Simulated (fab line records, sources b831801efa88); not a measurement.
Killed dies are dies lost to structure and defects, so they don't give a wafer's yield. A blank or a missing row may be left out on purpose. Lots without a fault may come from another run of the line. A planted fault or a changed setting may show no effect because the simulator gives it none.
fab line records | flow sky130
record lots=6 wafers=18 last_day=50
route steps=708 shown VIA3@581
lots that met no fault: from a run of the same line without faults
start_h: hours from the record's first day to the start of the lot's first wafer shown | wait_h: hours since the lot's step before | " the same as in the row above | L1.1+2: a row that stands for several wafers | - no value, or no start given | * or withheld: withheld | < > ~ a bound
route shown NAME@n: a module of which the file shows steps, and the number in the route of the first | usual: mean/standard deviation of fault-free wafers | same: alike in all rows | chamber/n: place in a boat | sites: the reading at each site | _std_site: their standard deviation | _edge_site: outer sites' mean less inner sites' | radius_mm: how far each site lies from the wafer's centre | mask NAME#n: copy n | behind: the tool/chamber that last shaped the wafer | hold: why the lot was held/for how many hours/how that ended | device: the transistor (n, p or np) that didn't switch | end of line: the same wafers' tests at the end of the route | a step without rows: its recipe alone | killed: dies lost to structure and defects at the first sort, not the wafer's yield | map: a wafer's dies, x killed, . not, _ none there
set.NAME: the setting as run; set.NAME@STEP: as run at that earlier step | model.NAME: the simulator's own value behind a step, which no gauge read
lots at some steps of the route; a table a step, a row a wafer
services: from which hour (start_h, from the record's first day; less than 0 if before it) a tool's chamber was out of use, for how many hours, and why
## steps
# step SKY_VIA3_SOFTBAKE_08
# recipe temp_c=100 time_s=90 resist=KrF-thick
# step SKY_VIA3_EXPOSE_09
# recipe mask_id=VIM3 na=0.8 source_shape=annular sigma_inner=0.55 sigma_outer=0.85 target_cd_nm=200 dose_mj=38
# step SKY_VIA3_PEB_10
# recipe peb_temp_c=withheld peb_time_s=withheld resist=KrF-thick
# step SKY_VIA3_DEVELOP_11
# recipe develop_time_s=60 resist=KrF-thick dev_temp_c=21
# step SKY_VIA3_CD_MEAS_12
# recipe target_cd_nm=200
# usual cd_nm=200.3/1.6
# columns lot.wafer tool chamber start_h wait_h cd_nm
L112.1 cd_sem-02 - 928.56 - 198.9
L112.4 " - " " 200.1
L112.5 " - " " 200.0
L116.2 cd_sem-01 - 961.03 - 200.9
L116.3 " - " " 203.0
L116.4 " - " " 202.6
L125.2 cd_sem-01 - 1027.24 - 200.4
L125.3 " - " " 200.0
L125.5 " - " " 200.8
L126.1 cd_sem-02 - 1037.27 - 202.7
L126.3 " - " " 203.0
L126.4 " - " " 203.2
L129.3 cd_sem-01 - 1048.35 - 201.7
L129.4 " - " " 200.1
L129.5 " - " " 199.9
L132.1 cd_sem-01 - 1068.66 - 199.8
L132.2 " - " " 201.2
L132.4 " - " " 200.4
# step SKY_VIA3_OVL_MEAS_13
# usual VIA3_OVL=2/5.2
# columns lot.wafer tool chamber start_h wait_h VIA3_OVL[nm]
L112.1 overlay-02 - 928.68 0.1 6
L112.4 " - " " 10
L112.5 " - " " 3
L116.2 overlay-01 - 961.14 0.1 10
L116.3 " - " " 10
L116.4 " - " " 17
L125.2 overlay-01 - 1027.35 0.1 -2
L125.3 " - " " -2
L125.5 " - " " 11
L126.1 overlay-02 - 1037.39 0.1 6
L126.3 " - " " 1
L126.4 " - " " 4
L129.3 overlay-01 - 1048.44 0.1 3
L129.4 " - " " 1
L129.5 " - " " 11
L132.1 overlay-01 - 1068.78 0.1 8
L132.2 " - " " 11
L132.4 " - " " 6
# step SKY_VIA3_ETCH_14
# recipe chemistry=N2/H2 target=BARC ion_energy_ev=200 source_w=500 bias_w=100 pressure_mtorr=30 n2_flow_sccm=100 h2_flow_sccm=200 stop_on=SiO2 time_s=45.9 target_depth_a=600
# usual drypump_motor_current_A=5.7/0.31 oes_product_au=0.854/0.0047 throttle_valve_pct=13.226/0.0099
# columns lot.wafer tool chamber start_h wait_h drypump_motor_current_A oes_product_au rf_hours_counter_h throttle_valve_pct
L112.1 rie_diel-03 0 928.72 0.0 6.0 0.852 9 13.222
L112.4 " 2 " " 5.6 0.859 9 13.236
L112.5 " 2 " " 5.6 0.850 - 13.216
L116.2 rie_diel-02 1 961.17 0.0 5.0 0.849 12 13.233
L116.3 " 2 " " 5.3 0.852 20 13.231
L116.4 " 0 " " 5.5 0.860 13 13.242
L125.2 rie_diel-03 2 1027.38 0.0 5.7 0.853 12 13.208
L125.3 " 1 " " 6.0 0.850 21 13.223
L125.5 " 2 " " 5.6 0.854 - 13.217
L126.1 rie_diel-01 0 1037.43 0.0 5.8 0.851 6 13.236
L126.3 " 3 " " 6.1 0.851 15 13.226
L126.4 " 2 " " 5.3 0.855 13 13.229
L129.3 rie_diel-03 3 1048.47 0.0 5.8 0.855 19 13.237
L129.4 " 2 " " 5.6 0.857 13 13.220
L129.5 " 1 " " 6.0 0.854 - 13.226
L132.1 rie_diel-03 2 1068.82 0.0 5.6 0.851 14 13.234
L132.2 " 0 " " 6.0 0.846 13 13.238
L132.4 " 3 " " 5.9 0.854 20 13.218
# step SKY_VIA3_ETCH_15
# recipe target=SiO2 chemistry=C4F8/O2/Ar target_depth_nm=507 stop_on=TiN mask_material=KrF-thick source_w=1500 bias_w=1200 pressure_mtorr=40 c4f8_flow_sccm=withheld O2_flow_sccm=6 Ar_flow_sccm=300 time_s=78
# usual oes_product_au=0.945/0.0054
# columns lot.wafer tool chamber start_h wait_h oes_product_au rf_hours_counter_h
L112.1 rie_diel-03 0 928.76 0.0 0.941 9
L112.4 " 2 " " 0.955 9
L112.5 " 2 " " 0.944 -
L116.2 rie_diel-02 1 961.21 0.0 0.941 12
L116.3 " 2 " " 0.939 20
L116.4 " 0 " " 0.942 13
L125.2 rie_diel-03 2 1027.42 0.0 0.943 12
L125.3 " 1 " " 0.946 21
L125.5 " 2 " " 0.944 -
L126.1 rie_diel-01 0 1037.47 0.0 0.938 6
L126.3 " 3 " " 0.944 15
L126.4 " 2 " " 0.949 13
L129.3 rie_diel-03 3 1048.51 0.0 0.945 19
L129.4 " 2 " " 0.942 13
L129.5 " 1 " " 0.939 -
L132.1 rie_diel-03 2 1068.86 0.0 0.947 14
L132.2 " 0 " " 0.939 13
L132.4 " 3 " " 0.947 20
# step SKY_VIA3_STRIP_16
# recipe chemistry=O2/N2 power_w=1400 pressure_mtorr=1500 platen_temp_c=withheld o2_flow_sccm=3000 n2_flow_sccm=300 overash_fraction=0.5
# usual drypump_motor_current_A=5.8/0.51 oes_product_au=0.403/0.0049 strip_time_to_endpoint_s=4.14/0.033
# columns lot.wafer tool chamber start_h wait_h drypump_motor_current_A oes_product_au rf_hours_counter_h strip_time_to_endpoint_s
L112.1 plasma_asher-03 1 928.82 0.0 6.2 0.403 20 4.12
L112.4 " 1 " " 6.2 0.404 - 4.11
L112.5 " 0 " " 6.2 0.403 - 4.12
L116.2 plasma_asher-01 1 961.27 0.0 4.9 0.399 88 4.08
L116.3 " 0 " " 5.8 0.390 - 4.14
L116.4 " 1 " " 4.9 0.405 - 4.16
L125.2 plasma_asher-04 0 1027.48 0.0 5.7 0.401 112 4.12
L125.3 " 1 " " 6.4 0.397 - 4.14
L125.5 " 1 " " 6.4 0.399 - 4.12
L126.1 plasma_asher-04 1 1037.53 0.0 6.3 0.408 112 4.14
L126.3 " 0 " " 5.7 0.401 - 4.09
L126.4 " 1 " " 6.4 0.398 - 4.11
L129.3 plasma_asher-04 0 1048.60 0.1 5.7 0.404 - 4.18
L129.4 " 1 " " 6.4 0.395 - 4.14
L129.5 " 0 " " 5.8 0.400 - 4.18
L132.1 plasma_asher-01 0 1068.92 0.0 5.8 0.400 100 4.14
L132.2 " 1 " " 4.9 0.411 100 4.12
L132.4 " 1 " " 4.9 0.401 - 4.17
# step SKY_VIA3_STRIP_17
# recipe chemistry=post_etch_residue_remover time_s=1200 temp_c=72.5
# step SKY_VIA3_CLEAN_18
# recipe chemistry=IPA time_s=180 temp_c=25
# step SKY_VIA3_CLEAN_19
# recipe chemistry=O3/DIW dry=n2_spin
# step SKY_VIA3_SPUTTER_20
# recipe material=TiN target_thk_nm=20 chamber_pressure_pa=5 power_w=4000 time_s=80
# usual throttle_valve_pct=30.0/1
# columns lot.wafer tool chamber start_h wait_h throttle_valve_pct model.TiN_of_VIA3_SPUTTER_20.thk_nm
L112.1 pvd_sputter-03 - 929.41 0.0 30.5 20.03
L112.4 " - " " 30.7 20.41
L112.5 " - " " 30.8 20.4
L116.2 pvd_sputter-03 - 961.90 0.0 30.6 19.76
L116.3 " - " " 30.8 19.95
L116.4 " - " " 30.8 20.21
L125.2 pvd_sputter-03 - 1028.07 0.0 30.8 29.42
L125.3 " - " " 30.6 29.34
L125.5 " - " " 30.6 29.4
L126.1 pvd_sputter-03 - 1038.12 0.0 30.7 29.81
L126.3 " - " " 30.9 29.72
L126.4 " - " " 31.0 29.79
L129.3 pvd_sputter-01 - 1049.23 0.0 30.3 19.69
L129.4 " - " " 29.6 19.88
L129.5 " - " " 29.3 19.87
L132.1 pvd_sputter-04 - 1069.55 0.0 29.4 20.09
L132.2 " - " " 32.1 20.01
L132.4 " - " " 27.8 19.98
# step SKY_VIA3_CVD_21
# recipe material=W target_thk_nm=390 time_s=117.31 temp_c=400 pressure_torr=40
# usual chamber_pressure_Torr=39.98/0.084 heater_power_w=769/33
# columns lot.wafer tool chamber start_h wait_h chamber_pressure_Torr heater_power_w
L112.1 cvd_w-01 0 929.47 0.0 40.06 773
L112.4 " 1 " " 40.02 749
L112.5 " 1 " " 40.00 760
L116.2 cvd_w-01 0 961.96 0.0 40.05 787
L116.3 " 1 " " 39.81 763
L116.4 " 0 " " 40.06 796
L125.2 cvd_w-02 1 1028.14 0.0 39.90 747
L125.3 " 1 " " 39.92 727
L125.5 " 0 " " 40.03 818
L126.1 cvd_w-01 0 1038.18 0.0 40.03 761
L126.3 " 1 " " 40.13 757
L126.4 " 0 " " 40.04 770
L129.3 cvd_w-02 0 1049.33 0.1 39.98 788
L129.4 " 1 " " 39.98 727
L129.5 " 0 " " 40.09 803
L132.1 cvd_w-01 0 1069.61 0.0 39.92 785
L132.2 " 1 " " 40.03 750
L132.4 " 1 " " 40.13 747
## services
# columns tool chamber start_h hours kind
rie_diel-02 1 909.36 8.2 repair
cvd_w-01 0 918.00 - clean
cvd_w-01 1 918.00 - clean
rie_diel-03 - 931.86 0.5 repair
rie_diel-01 1 934.91 21.7 repair
rie_diel-03 3 954.49 11.0 repair
plasma_asher-04 - 957.43 5.1 repair
rie_diel-02 3 975.16 3.4 repair
cvd_w-01 0 977.90 3.7 repair
pvd_sputter-03 - 987.66 2.1 repair
plasma_asher-03 - 987.77 14.6 pm
rie_diel-03 0 996.51 8.5 repair
rie_diel-02 - 998.45 2.8 pm
rie_diel-03 1 1020.61 2.5 repair
plasma_asher-01 - 1027.94 0.9 repair
pvd_sputter-03 3 1028.91 - consumable_replace:kit
pvd_sputter-03 3 1028.91 18.0 scheduled_down
pvd_sputter-03 3 1028.91 18.0 vent_cycle
pvd_sputter-01 - 1051.26 1.4 repair
plasma_asher-04 - 1055.27 9.0 pm
plasma_asher-04 0 1055.27 9.0 vent_cycle
plasma_asher-04 1 1055.27 9.0 vent_cycle
pvd_sputter-03 - 1060.25 1.5 repair
pvd_sputter-01 - 1065.12 0.6 repair
## key
first_sign none at tools or gauges
model_effect step=SKY_VIA3_SPUTTER_20 value=TiN_of_VIA3_SPUTTER_20.thk_nm without=20.11 struck=29.58
met_at SKY_VIA3_SPUTTER_20
struck_wafers L125.2,L125.3,L125.5,L126.1,L126.3,L126.4
onset_between 961.90 1028.07
fault kind=process_parameter_drift tool=pvd_sputter-03 chamber=- onset_h=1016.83 steps=SKY_VIA3_SPUTTER_20 channel=target_thk_nm offset=9.4702 shape=step end_h=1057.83 acts_in=these_recipes_only stated=20
